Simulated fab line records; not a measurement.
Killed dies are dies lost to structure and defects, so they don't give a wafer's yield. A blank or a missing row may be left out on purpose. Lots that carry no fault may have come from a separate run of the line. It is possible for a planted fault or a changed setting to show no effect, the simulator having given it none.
Chamber matching / flow sky130 / SKY_CONTACT_ETCH_16 on rieDiel-01 has 4 sister chambers
The step etches BARC in N2/H2, stops on SiO2, time 45.9 s, target depth 60 nm. 14 wafers are shown with their chamber, then 7 later ones without.

WAFERS, EACH WITH ITS CHAMBER
wafer=L855.3; chamber=0; drypumpMotorCurrentA (A)=5.2; throttleValvePct (%)=13.211; oesProductAu (a.u.)=0.853
wafer=L855.4; chamber=3; drypumpMotorCurrentA (A)=5.9; throttleValvePct (%)=13.220; oesProductAu (a.u.)=0.849
wafer=L855.6; chamber=3; drypumpMotorCurrentA (A)=5.9; throttleValvePct (%)=13.224; oesProductAu (a.u.)=0.864
wafer=L857.1; chamber=3; drypumpMotorCurrentA (A)=5.9; throttleValvePct (%)=13.220; oesProductAu (a.u.)=0.851
wafer=L857.2; chamber=0; drypumpMotorCurrentA (A)=5.2; throttleValvePct (%)=13.224; oesProductAu (a.u.)=0.855
wafer=L857.5; chamber=1; drypumpMotorCurrentA (A)=5.2; throttleValvePct (%)=13.226; oesProductAu (a.u.)=0.851
wafer=L863.2; chamber=1; drypumpMotorCurrentA (A)=5.2; throttleValvePct (%)=13.219; oesProductAu (a.u.)=0.847
wafer=L863.4; chamber=2; drypumpMotorCurrentA (A)=5.1; throttleValvePct (%)=13.242; oesProductAu (a.u.)=0.851
wafer=L863.6; chamber=1; drypumpMotorCurrentA (A)=5.3; throttleValvePct (%)=13.227; oesProductAu (a.u.)=0.855
wafer=L864.2; chamber=3; drypumpMotorCurrentA (A)=6.0; throttleValvePct (%)=13.220; oesProductAu (a.u.)=0.848
wafer=L864.3; chamber=0; drypumpMotorCurrentA (A)=5.2; throttleValvePct (%)=13.233; oesProductAu (a.u.)=0.848
wafer=L864.5; chamber=1; drypumpMotorCurrentA (A)=5.3; throttleValvePct (%)=13.209; oesProductAu (a.u.)=0.848
wafer=L866.3; chamber=2; drypumpMotorCurrentA (A)=5.1; throttleValvePct (%)=13.235; oesProductAu (a.u.)=0.850
wafer=L866.5; chamber=0; drypumpMotorCurrentA (A)=5.2; throttleValvePct (%)=13.239; oesProductAu (a.u.)=0.842

SIGNATURES (averages over the wafers above)
reading=drypumpMotorCurrentA; chamber 0=5.200; chamber 1=5.250; chamber 2=5.100; chamber 3=5.925; scatter within a chamber=0.0418
reading=throttleValvePct; chamber 0=13.22675; chamber 1=13.22025; chamber 2=13.23850; chamber 3=13.22100; scatter within a chamber=0.00829
reading=oesProductAu; chamber 0=0.84950; chamber 1=0.85025; chamber 2=0.85050; chamber 3=0.85300; scatter within a chamber=0.00553
Rule: for a wafer and a chamber, the distance is found by dividing, reading by reading, the gap between the wafer's reading and the chamber's mean by the reading's scatter, squaring, summing and taking the root. If the next closest chamber is less than 2 further off than the closest, the wafer can't be placed; otherwise it belongs to the closest. The scatter: take each reading less its chamber's mean, square it, sum over the shown wafers, divide by the number of wafers less the number of chambers, and take the root.

WAFERS WITH NO CHAMBER GIVEN
wafer=L866.6; drypumpMotorCurrentA (A)=5.2; throttleValvePct (%)=13.225; oesProductAu (a.u.)=0.850
wafer=L867.2; drypumpMotorCurrentA (A)=5.1; throttleValvePct (%)=13.222; oesProductAu (a.u.)=0.858
wafer=L867.4; drypumpMotorCurrentA (A)=5.2; throttleValvePct (%)=13.217; oesProductAu (a.u.)=0.854
wafer=L867.5; drypumpMotorCurrentA (A)=6.0; throttleValvePct (%)=13.223; oesProductAu (a.u.)=0.853
wafer=L873.1; drypumpMotorCurrentA (A)=5.1; throttleValvePct (%)=13.221; oesProductAu (a.u.)=0.852
wafer=L873.2; drypumpMotorCurrentA (A)=5.2; throttleValvePct (%)=13.231; oesProductAu (a.u.)=0.861
wafer=L873.4; drypumpMotorCurrentA (A)=5.9; throttleValvePct (%)=13.214; oesProductAu (a.u.)=0.850

EACH ONE'S CHAMBER
wafer=L866.6; from the rows above=can't be placed: 0 or 1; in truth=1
wafer=L867.2; from the rows above=can't be placed: 2 or 0 or 1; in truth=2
wafer=L867.4; from the rows above=can't be placed: 1 or 0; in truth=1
wafer=L867.5; from the rows above=3; in truth=3
wafer=L873.1; from the rows above=can't be placed: 2 or 0 or 1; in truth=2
wafer=L873.2; from the rows above=can't be placed: 0 or 1 or 2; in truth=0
wafer=L873.4; from the rows above=3; in truth=3
Correctly placed: 2 of 7. Cannot be placed on the basis of these rows: 5; the candidates contain the true chamber in 5. Number placed wrongly: 0.
